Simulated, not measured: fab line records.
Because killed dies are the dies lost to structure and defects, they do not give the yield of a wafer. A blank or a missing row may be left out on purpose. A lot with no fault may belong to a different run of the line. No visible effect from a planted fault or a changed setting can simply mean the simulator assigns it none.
fab line records    flow gf180mcu
record: lots: 14  wafers: 42  last-day: 34
route steps=602 shown STI@3 LVPWELL@63 MVSD@73
lots untouched by any fault: they come from a run of this same line in which no faults occurred
start-h: the number of hours between the record's first day and the start of the first shown wafer of the lot    wait-h: hours from the lot's prior step to this one    " identical to the entry in the row above    L1.1+2: a row that stands for several wafers    - value missing, or start not given    * or withheld: withheld    < > ~ a bound
route shown NAME@n: a module of which the file shows steps, and the number in the route of the first    usual: mean and standard deviation over wafers with no fault    same: alike in all rows    chamber/n: place in a boat    sites: the reading at each site    _std_site: the values' standard deviation    _edge_site: inner sites' mean taken away from outer sites' mean    radius-mm: how far each site lies from the wafer's centre    mask NAME#n: copy n    behind: the last tool/chamber to shape the wafer    hold: why the lot went on hold/how many hours it stayed there/how the hold came to an end    device: names the non-switching transistor (n, p or np)    end of line: the same wafers' tests at the end of the route    a step given without rows: its recipe and nothing more    killed: count of dies lost to structure and defects at first sort (not the wafer's yield)    map: dies across one wafer; x = killed, . = not, _ = none there
set.NAME: the setting that was run; set.NAME@STEP: the one run at that earlier step    model.NAME: the simulator's own value behind a step, which no gauge read
the route's steps for a sample of lots (tables are steps, rows are wafers)
services: the hour from which a tool's chamber was out of use, counted from the record's first day as start-h (under 0 if before that day), plus the number of hours and why
== steps ==
step: GF_STI_THK_MEAS_02
recipe: reads: SiO2_of_STI_OXIDATION_01
usual: STI_OXIDATION_THK: 10.08/0.2
lot.wafer  tool           chamber  start-h  wait-h  STI_OXIDATION_THK[nm]
L260.3     film-metro-01  -        11.63    0.0     10.07
L260.4     "              -        "        "       10.09
L260.5     "              -        "        "       10.08
L261.3     film-metro-01  -        16.57    0.0     10.19
L261.4     "              -        "        "       10.23
L261.6     "              -        "        "       10.22
L262.2     film-metro-01  -        21.52    0.0     10.09
L262.4     "              -        "        "       9.97
L262.5     "              -        "        "       10.01
L263.3     film-metro-04  -        31.25    0.0     10.15
L263.5     "              -        "        "       10.36
L263.6     "              -        "        "       10.17
L264.1     film-metro-04  -        34.13    0.0     10.09
L264.2     "              -        "        "       10.20
L264.6     "              -        "        "       10.15
L266.1     film-metro-01  -        42.40    0.0     9.84
L266.4     "              -        "        "       9.85
L266.5     "              -        "        "       9.84
L268.1     film-metro-01  -        51.53    0.0     10.34
L268.2     "              -        "        "       10.15
L268.6     "              -        "        "       9.94
L270.1     film-metro-02  -        61.51    0.0     10.07
L270.4     "              -        "        "       10.15
L270.5     "              -        "        "       10.11
L273.1     film-metro-01  -        76.51    0.0     9.91
L273.3     "              -        "        "       9.94
L273.4     "              -        "        "       9.87
L275.1     film-metro-01  -        86.51    0.0     9.99
L275.5     "              -        "        "       9.94
L275.6     "              -        "        "       9.75
L277.3     film-metro-04  -        97.86    0.0     10.41
L277.4     "              -        "        "       10.30
L277.6     "              -        "        "       10.25
L279.1     film-metro-04  -        106.96   0.0     10.04
L279.4     "              -        "        "       10.07
L279.6     "              -        "        "       9.89
L281.1     film-metro-04  -        116.52   0.0     10.17
L281.4     "              -        "        "       10.26
L281.6     "              -        "        "       10.17
L283.2     film-metro-02  -        126.52   0.0     10.01
L283.4     "              -        "        "       9.84
L283.6     "              -        "        "       10.00
step: GF_STI_THK_MEAS_30
recipe: reads: SiO2_of_STI_OXIDATION_29
usual: STI_OXIDATION_02_THK: 10.11/0.19
lot.wafer  tool           chamber  start-h  wait-h  STI_OXIDATION_02_THK[nm]
L260.3     film-metro-04  -        33.39    0.0     10.56
L260.4     "              -        "        "       10.54
L260.5     "              -        "        "       10.52
L261.3     film-metro-04  -        38.38    0.0     9.92
L261.4     "              -        "        "       10.03
L261.6     "              -        "        "       9.94
L262.2     film-metro-01  -        41.01    0.0     10.19
L262.4     "              -        "        "       10.26
L262.5     "              -        "        "       10.07
L263.3     film-metro-04  -        48.71    0.0     10.12
L263.5     "              -        "        "       10.13
L263.6     "              -        "        "       10.25
L264.1     film-metro-02  -        53.97    0.0     10.02
L264.2     "              -        "        "       10.14
L264.6     "              -        "        "       10.02
L266.1     film-metro-04  -        61.98    0.0     9.87
L266.4     "              -        "        "       10.06
L266.5     "              -        "        "       9.89
L268.1     film-metro-02  -        70.75    0.0     10.13
L268.2     "              -        "        "       10.08
L268.6     "              -        "        "       10.00
L270.1     film-metro-01  -        82.70    0.0     9.96
L270.4     "              -        "        "       9.96
L270.5     "              -        "        "       9.82
L273.1     film-metro-02  -        96.45    0.0     10.37
L273.3     "              -        "        "       10.33
L273.4     "              -        "        "       10.28
L275.1     film-metro-01  -        106.96   0.0     10.03
L275.5     "              -        "        "       10.04
L275.6     "              -        "        "       9.84
L277.3     film-metro-04  -        118.32   0.0     9.90
L277.4     "              -        "        "       9.88
L277.6     "              -        "        "       10.07
L279.1     film-metro-02  -        127.93   0.0     10.03
L279.4     "              -        "        "       10.26
L279.6     "              -        "        "       10.18
L281.1     film-metro-02  -        137.91   0.0     10.09
L281.4     "              -        "        "       10.32
L281.6     "              -        "        "       10.18
L283.2     film-metro-01  -        150.68   0.0     10.14
L283.4     "              -        "        "       9.95
L283.6     "              -        "        "       10.13
step: GF_LVPWELL_IMPLANT_09
recipe: species: B  energy-kev: 60  dose-cm2: 5e+12  tilt-deg: 0
usual: beam-energy-keV: 59.997/0.02  dose-ions-cm2: 4.999e+12/5.6e+09
lot.wafer  tool          chamber  start-h  wait-h  beam-energy-keV  dose-ions-cm2
L260.3     implanter-02  0        71.37    0.1     60.015           5.01e+12
L260.4     "             0        "        "       60.008           5.003e+12
L260.5     "             0        "        "       60.009           5.002e+12
L261.3     implanter-03  0        76.93    0.1     60.010           4.999e+12
L261.4     "             0        "        "       60.005           5.002e+12
L261.6     "             0        "        "       60.023           5.003e+12
L262.2     implanter-03  0        80.52    0.1     60.010           4.995e+12
L262.4     "             0        "        "       60.037           4.994e+12
L262.5     "             0        "        "       60.004           5.003e+12
L263.3     implanter-03  0        88.78    0.1     60.006           4.994e+12
L263.5     "             0        "        "       59.987           4.998e+12
L263.6     "             0        "        "       59.977           5.001e+12
L264.1     implanter-04  0        94.55    0.1     60.013           5.001e+12
L264.2     "             0        "        "       59.993           4.998e+12
L264.6     "             0        "        "       59.980           4.988e+12
L266.1     implanter-03  0        102.22   0.1     60.006           5.004e+12
L266.4     "             0        "        "       59.997           5.005e+12
L266.5     "             0        "        "       60.006           5.004e+12
L268.1     implanter-04  0        112.23   0.1     59.998           4.995e+12
L268.2     "             0        "        "       59.984           4.987e+12
L268.6     "             0        "        "       60.011           5e+12
L270.1     implanter-04  0        125.43   0.1     69.593           5.01e+12
L270.4     "             0        "        "       69.572           5.007e+12
L270.5     "             0        "        "       69.589           5.004e+12
L273.1     implanter-04  0        140.53   0.1     69.604           4.998e+12
L273.3     "             0        "        "       69.581           4.993e+12
L273.4     "             0        "        "       69.602           5.003e+12
L275.1     implanter-03  0        152.17   0.1     59.982           5.002e+12
L275.5     "             0        "        "       60.001           5.003e+12
L275.6     "             0        "        "       60.033           5.001e+12
L277.3     implanter-03  0        164.32   0.1     59.991           5.001e+12
L277.4     "             0        "        "       60.045           4.995e+12
L277.6     "             0        "        "       60.009           4.992e+12
L279.1     implanter-03  0        175.17   0.1     59.997           4.991e+12
L279.4     "             0        "        "       59.999           5.001e+12
L279.6     "             0        "        "       60.031           4.994e+12
L281.1     implanter-02  0        186.84   0.1     60.026           5.003e+12
L281.4     "             0        "        "       59.949           5.001e+12
L281.6     "             0        "        "       60.009           5.001e+12
L283.2     implanter-02  0        200.50   0.1     59.979           4.994e+12
L283.4     "             0        "        "       60.011           4.994e+12
L283.6     "             0        "        "       59.990           4.99e+12
step: GF_MVSD_OVL_MEAS_07
usual: MVSD_OVL: 0.4/1.2
lot.wafer  tool        chamber  start-h  wait-h  MVSD_OVL[nm]
L260.3     overlay-02  -        85.37    -       1.3
L260.4     "           -        "        "       0.3
L260.5     "           -        "        "       1.5
L261.3     overlay-02  -        89.67    -       1.6
L261.4     "           -        "        "       0.5
L261.6     "           -        "        "       2.1
L262.2     overlay-01  -        94.50    -       0.1
L262.4     "           -        "        "       0.8
L262.5     "           -        "        "       0.1
L263.3     overlay-01  -        103.57   -       -0.3
L263.5     "           -        "        "       -0.4
L263.6     "           -        "        "       -1.3
L264.1     overlay-01  -        108.61   -       0.1
L264.2     "           -        "        "       1.0
L264.6     "           -        "        "       -0.2
L266.1     overlay-02  -        116.49   -       0.7
L266.4     "           -        "        "       0.7
L266.5     "           -        "        "       0.6
L268.1     overlay-02  -        127.56   -       -1.0
L268.2     "           -        "        "       -0.5
L268.6     "           -        "        "       -0.2
L270.1     overlay-02  -        139.83   -       0.9
L270.4     "           -        "        "       -0.1
L270.5     "           -        "        "       2.7
L273.1     overlay-02  -        155.63   -       1.6
L273.3     "           -        "        "       -0.6
L273.4     "           -        "        "       0.0
L275.1     overlay-02  -        168.79   -       0.4
L275.5     "           -        "        "       0.0
L275.6     "           -        "        "       0.5
L277.3     overlay-01  -        180.19   -       -1.2
L277.4     "           -        "        "       1.0
L277.6     "           -        "        "       1.3
L279.1     overlay-02  -        191.88   -       1.7
L279.4     "           -        "        "       3.4
L279.6     "           -        "        "       0.9
L281.1     overlay-01  -        204.46   -       -0.7
L281.4     "           -        "        "       -0.7
L281.6     "           -        "        "       -2.4
L283.2     overlay-02  -        217.66   -       -0.1
L283.4     "           -        "        "       -1.3
L283.6     "           -        "        "       0.9
step: GF_VT_IMPLANT_RS_MEAS_48
recipe: thk-meas-gauge: four-point-probe
usual: LVPWELL_RS: 1197/3.6
lot.wafer  tool           chamber  start-h  wait-h  LVPWELL_RS[ohm/sq]
L260.3     film-metro-02  -        161.16   0.1     1188
L260.4     "              -        "        "       1196
L260.5     "              -        "        "       1194
L261.3     film-metro-04  -        166.23   0.1     1199
L261.4     "              -        "        "       1200
L261.6     "              -        "        "       1198
L262.2     film-metro-03  -        169.89   0.1     1196
L262.4     "              -        "        "       1200
L262.5     "              -        "        "       1199
L263.3     film-metro-03  -        181.84   0.1     1199
L263.5     "              -        "        "       1198
L263.6     "              -        "        "       1198
L264.1     film-metro-03  -        185.97   0.1     1198
L264.2     "              -        "        "       1201
L264.6     "              -        "        "       1203
L266.1     film-metro-02  -        196.72   0.1     1196
L266.4     "              -        "        "       1195
L266.5     "              -        "        "       1191
L268.1     film-metro-02  -        211.10   0.1     1198
L268.2     "              -        "        "       1198
L268.6     "              -        "        "       1190
L270.1     film-metro-02  -        223.92   0.1     1206
L270.4     "              -        "        "       1208
L270.5     "              -        "        "       1206
L273.1     film-metro-02  -        242.52   0.1     1208
L273.3     "              -        "        "       1210
L273.4     "              -        "        "       1208
L275.1     film-metro-02  -        257.32   0.1     1195
L275.5     "              -        "        "       1195
L275.6     "              -        "        "       1193
L277.3     film-metro-04  -        271.43   0.1     1196
L277.4     "              -        "        "       1198
L277.6     "              -        "        "       1199
L279.1     film-metro-02  -        283.02   0.1     1200
L279.4     "              -        "        "       1194
L279.6     "              -        "        "       1193
L281.1     film-metro-02  -        299.09   0.1     1191
L281.4     "              -        "        "       1190
L281.6     "              -        "        "       1194
L283.2     film-metro-04  -        314.73   0.1     1197
L283.4     "              -        "        "       1201
L283.6     "              -        "        "       1203
== services ==
tool          chamber  start-h  hours  kind
implanter-02  -        150.70   3.6    repair
implanter-03  -        184.09   3.6    repair
implanter-03  -        190.51   55.7   pm
implanter-04  -        197.41   4.4    pm
== key ==
first-sign: step: GF_LVPWELL_IMPLANT_09  reading: beam-energy-keV  direction: up  sigmas: 99+  usual: 59.997  struck: 69.590
effect: step: GF_VT_IMPLANT_RS_MEAS_48  reading: LVPWELL_RS  direction: up  sigmas: 2.9  usual: 1197  struck: 1208
met-at GF_LVPWELL_IMPLANT_09
struck-lots L270,L273
tester-left-out L270,L273
not-acting-at GF_STI_THK_MEAS_02,GF_STI_THK_MEAS_30,GF_MVSD_OVL_MEAS_07
onset-between 112.23 125.43
fault: kind: process-parameter-drift  tool: implanter-04  chamber: -  onset-h: 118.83  steps: GF_LVPWELL_IMPLANT_09  channel: energy-kev  offset: 9.5941  shape: step  end-h: 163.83  acts-in: these-recipes-only  stated: 60
tester-left-out: of these lots the tester's yield and bins aren't shown, on N5 and GAA mostly nor the transistor test; their killed dies are dies lost to structure and defects alone, not to doping, threshold or leakage, so they don't give the yield
